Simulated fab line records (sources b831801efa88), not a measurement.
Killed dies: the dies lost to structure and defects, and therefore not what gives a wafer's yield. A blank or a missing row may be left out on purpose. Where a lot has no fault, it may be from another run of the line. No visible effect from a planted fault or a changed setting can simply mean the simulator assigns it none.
Comparing a struck lot with a sound one -- flow sky130 -- 16 steps out of a route of 708
Sound: the wafers L832.3, L832.5, L832.6. Struck: wafer L835.1 (left out: L835.4, L835.5 of the same lot, which were not struck); the cause appears at the end.
For every step that has rows: the tool of each side, followed by ch and its chambers, followed by its first start. Under that, the readings that differ: sound wafers -- struck wafers -- difference of the means -- sigmas: that difference in standard deviations of wafers without a fault.
alike: readings whose means differ by less than 2 such deviations, and words and numbers that are the same on both sides. not compared: withheld readings, readings that some wafer has no value for, bounds like >300 that may hide the same value, and numbers for which the record gives no deviation and whose values overlap.
The two part at a step that has a row with sigmas, a row that says differs or no value, or rows on one side only. When numbers do not overlap yet have no deviation, they are printed without sigmas and do not part them. Lack of a reading on every wafer of one side parts them only where that side has two or more wafers.

first, 8 steps without rows for these wafers: SKY_METAL2_DEHYDRATE_07 (time 60 s); SKY_METAL2_HMDS_08 (prime time 60 s); SKY_METAL2_COAT_09 (resist thk 60 nm); SKY_METAL2_COAT_10 (resist thk 450 nm); SKY_METAL2_SOFTBAKE_11 (time 90 s); SKY_METAL2_EXPOSE_12 (exposes mask MM2, target cd 140 nm); SKY_METAL2_PEB_13; SKY_METAL2_DEVELOP_14 (develop time 60 s).
SKY_METAL2_CD_MEAS_15: the cd target is 140 nm.
  sound on cdSem-01, day 36 21:55; struck on cdSem-01, day 38 03:59
  alike: cdNm
SKY_METAL2_OVL_MEAS_16:
  sound on overlay-01, day 36 22:01; struck on overlay-01, day 38 04:06
  alike: METAL2_OVL
SKY_METAL2_DESCUM_17: chemistry O2, time 8 s.
  sound on rieMetal-01 ch 0,1, day 36 22:03; struck on rieMetal-01 ch 1, day 38 04:08
reading,sound,struck,difference,sigmas
rfHoursCounterH (h),- - -,6,no value on the sound wafers,
  alike: drypumpMotorCurrentA, oesProductAu, rfFwdPowerW, tempC
SKY_METAL2_ETCH_18: etches BARC in N2/H2, stops on SiO2, time 45.9 s, target depth 60 nm.
  sound on rieMetal-01 ch 0,1, day 36 22:05; struck on rieMetal-01 ch 1, day 38 04:10
reading,sound,struck,difference,sigmas
oesProductAu (a.u.),0.860 0.864 0.865,0.852,-0.011,-2
rfFwdPowerW (W),489.8 497.0 491.9,497.8,+4.9,+2
rfHoursCounterH (h),- - -,6,no value on the sound wafers,
  alike: biasW, drypumpMotorCurrentA, throttleValvePct
SKY_METAL2_METAL_ETCH_19: etches the open film in Cl2/BCl3, stops on SiO2, target depth 360 nm, time 78 s.
  sound on rieMetal-01 ch 0,1, day 36 22:10; struck on rieMetal-01 ch 1, day 38 04:14
reading,sound,struck,difference,sigmas
biasW (W),48.47 48.39 48.51,58.51,+10.05,+63
oesProductAu (a.u.),0.855 0.854 0.863,0.840,-0.017,-3
rfHoursCounterH (h),- - -,6,no value on the sound wafers,
model.KrF-thick_of_METAL2_COAT_10.thkNm (nm),158.4 159.2 160.4,135.6,-23.7,
model.SiO2_of_VIA1_HDPCVD_00.thkNm (nm),331 330.4 330.3,329.2,-1.4,
  alike: drypumpMotorCurrentA, rfFwdPowerW, throttleValvePct
SKY_METAL2_STRIP_20: strips in O2/N2.
  sound on plasmaAsher-01 ch 0,1, day 36 22:15; struck on plasmaAsher-03 ch 0, day 38 04:19
reading,sound,struck,difference,sigmas
drypumpMotorCurrentA (A),5.7 5.1 5.7,6.5,+1.0,+2
oesProductAu (a.u.),0.337 0.338 0.348,0.328,-0.013,-3
rfHoursCounterH (h),- - -,16,no value on the sound wafers,
stripTimeToEndpointS (s),2.693 2.703 2.706,2.445,-0.256,-9
then, 1 step without rows for these wafers: SKY_METAL2_STRIP_21 (strips in post etch residue remover, time 1200 s).
SKY_PAD_OPEN_PROBE_99:
  the record holds rows for the sound wafers here (prober-01, day 47 05:19) but none for the struck ones

== WHERE THEY PART ==
Last at SKY_PAD_OPEN_PROBE_99 as far as this record goes, first at SKY_METAL2_DESCUM_17.

WHY: what had been put in by the simulator
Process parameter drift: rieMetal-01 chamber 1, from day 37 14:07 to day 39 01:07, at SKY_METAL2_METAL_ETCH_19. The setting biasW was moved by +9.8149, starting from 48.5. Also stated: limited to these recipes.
